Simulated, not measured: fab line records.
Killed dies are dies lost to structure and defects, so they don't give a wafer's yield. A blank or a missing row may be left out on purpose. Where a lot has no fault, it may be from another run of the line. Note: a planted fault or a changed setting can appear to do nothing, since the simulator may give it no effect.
One fault through the eyes of 2 desks / flow sky130 / each desk holds nothing but its own numbers, with what lay behind them at the end

TOOL OWNER'S DESK, ilineStepper-02
The tool's own readings at SKY_VT_ADJUST_LVTN_EXPOSE_15 (exposes mask HVN STD DERIVED, target cd 600 nm): means of the sampled wafers that have a number, for each lot that ran on this tool. Any lot whose mean is over 4 standard deviations away from the usual mean is out of limits and marked OUT; that distance is given in the brackets.
Columns: A = reticleTempC at SKY_VT_ADJUST_LVTN_EXPOSE_15, usual 22.97 C
lot=L373; first seen here=day 8 01:44; A=22.99
lot=L375; first seen here=day 8 03:40; A=23.12
lot=L374; first seen here=day 8 03:44; A=22.86
lot=L376; first seen here=day 8 04:59; A=23.05
lot=L385; first seen here=day 10 16:13; A=23.12
lot=L386; first seen here=day 11 01:51; A=22.92
lot=L387; first seen here=day 11 08:56; A=22.94
Result from this desk: across the 7 lots, nothing is out of limits.

METROLOGY DESK
Lot by lot, what the gauges showed, no matter which tool ran the lot: averages of those sampled wafers that carry a number. Any lot whose mean is over 4 standard deviations away from the usual mean is out of limits and marked OUT; that distance is given in the brackets.
Columns: A = VT_ADJUST_LVTN_01_OVL at SKY_VT_ADJUST_LVTN_OVL_MEAS_18, usual -1.2 nm; B = POLY_GATE_TW at SKY_RES_PROTECT_TW_MEAS_08, usual 4023; C = CONTACT_OVL at SKY_CONTACT_OVL_MEAS_15, usual 0 nm
lot=L373; first seen here=day 8 11:24; A=-0.6; B=4084; C=-2
lot=L375; first seen here=day 8 13:20; A=-2.4; B=4084; C=5
lot=L374; first seen here=day 8 13:29; A=-1.1; B=4090; C=-2
lot=L376; first seen here=day 8 14:50; A=-1.7; B=4003; C=9
lot=L377; first seen here=day 9 01:00; A=-2.0; B=4051; C=-7
lot=L385; first seen here=day 11 03:46; A=227.7 (+99 or more) OUT; B=4022; C=-3
lot=L386; first seen here=day 11 12:51; A=226.0 (+99 or more) OUT; B=3973; C=-8
lot=L387; first seen here=day 11 20:43; A=225.3 (+99 or more) OUT; B=3956; C=-3
lot=L388; first seen here=day 12 03:22; A=-1.5; B=3989; C=1
lot=L389; first seen here=day 12 07:02; A=-0.3; B=3975; C=3
lot=L391; first seen here=day 12 19:08; A=-2.5; B=4024; C=5
lot=L393; first seen here=day 13 08:03; A=-0.5; B=3960; C=-3
This desk finds L385, L386, L387 out of limits, with the earliest case on L385 at day 11 03:46 (VT_ADJUST_LVTN_01_OVL at SKY_VT_ADJUST_LVTN_OVL_MEAS_18). L373, L375, L374, L376, L377, L388, L389, L391, L393: within limits.

ALL TOGETHER
An alarm was possible from the metrology desk at day 11 03:46, on L385, L386, L387.
The tool owner's desk saw nothing out of limits.
On record at the tool owner's desk: L385, L386, L387, within its limits.
The lots listed all ran SKY_VT_ADJUST_LVTN_EXPOSE_15 on ilineStepper-02.

WHAT THE SIMULATOR HAD PUT IN
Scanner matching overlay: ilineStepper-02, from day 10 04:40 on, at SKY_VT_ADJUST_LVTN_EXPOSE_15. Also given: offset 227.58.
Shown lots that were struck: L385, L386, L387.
Hours from the fault's start to each desk's first reading out of limits: the metrology desk, 23.
